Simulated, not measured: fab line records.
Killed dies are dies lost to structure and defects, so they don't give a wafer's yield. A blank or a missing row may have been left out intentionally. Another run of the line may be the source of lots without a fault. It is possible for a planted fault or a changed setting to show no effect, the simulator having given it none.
Struck lot and sound lot, side by side || flow sky130 || 14 out of 708 route steps
Sound: these wafers, L886.2, L886.3, L886.4. Wafers L905.1, L905.2, L905.5 were the ones struck. The cause is named last.
At each step with rows: each side's tool, then ch and its chambers, then its first start. Under that, the readings that differ: sound wafers || struck wafers || difference of the means || sigmas: that difference in standard deviations of wafers without a fault.
alike: readings with means less than 2 such deviations apart, plus words and numbers identical on both sides. not compared: withheld readings, readings lacking a value on some wafer, bounds such as >300 that could conceal the same value, and numbers that have no deviation in the record and whose values overlap.
Wherever a step has rows on one side only, a row that says differs or no value, or a row with sigmas, the two part there. Numbers that have no deviation but don't overlap get no sigmas and don't part them. Lack of a reading on every wafer of one side parts them only where that side has two or more wafers.

first, 3 steps without rows for these wafers: SKY_VT_ADJUST_NCORE_EXPOSE_04 (exposes mask LVTN COMPLEMENT THIN, target cd 380 nm); SKY_VT_ADJUST_NCORE_PEB_05; SKY_VT_ADJUST_NCORE_DEVELOP_06 (develop time 57.37 s).
SKY_VT_ADJUST_NCORE_CD_MEAS_07: target cd 380 nm.
  sound on cd_sem-02 at day 9 01:13; struck on cd_sem-01 at day 14 21:54
  alike: cd_nm
SKY_VT_ADJUST_NCORE_OVL_MEAS_08:
  sound on overlay-01 at day 9 01:20; struck on overlay-02 at day 14 22:01
  alike: VT_ADJUST_NCORE_OVL
after that, 1 step had no rows for these wafers: SKY_VT_ADJUST_NCORE_IMPLANT_09.
SKY_VT_ADJUST_NCORE_STRIP_10: strips in O2/N2.
  sound on plasma_asher-01 ch 0,1, day 9 01:31; struck on plasma_asher-03 ch 0,1, day 14 22:13
  alike: drypump_motor_current_A, n2_flow_sccm, oes_product_au, strip_time_to_endpoint_s
  not compared: rf_hours_counter_h
SKY_VT_ADJUST_NCORE_TW_MEAS_11:
  sound on film_metro-04 at day 9 01:37; struck on film_metro-04 at day 14 22:19
  alike: VT_ADJUST_NCORE_TW
then, 4 steps without rows for these wafers: SKY_VT_ADJUST_HVTR_DEHYDRATE_00 (time 60 s); SKY_VT_ADJUST_HVTR_HMDS_01 (prime time 60 s); SKY_VT_ADJUST_HVTR_COAT_02 (resist thk 1140 nm); SKY_VT_ADJUST_HVTR_SOFTBAKE_03 (time 60 s).
SKY_VT_ADJUST_HVTR_EXPOSE_04: exposes mask HVTRM, target cd 380 nm.
  struck on iline_stepper-01, day 15 12:00; sound on iline_stepper-02 ch 0, day 9 12:01
  no value came back on the struck wafers for exposure_dose_mJ_cm2, focus_offset_nm (nm); on the sound wafers exposure_dose_mJ_cm2 reads 149.93 150.21 149.81
  alike: mask
after that, 1 step had no rows for these wafers: SKY_VT_ADJUST_HVTR_PEB_05.

== WHERE THEY PART ==
Only at SKY_VT_ADJUST_HVTR_EXPOSE_04, as far as this record shows.

WHY: what the simulator had put in
Entire step skipped (iline_stepper-01, SKY_VT_ADJUST_HVTR_EXPOSE_04), from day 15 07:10 onward. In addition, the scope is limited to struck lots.
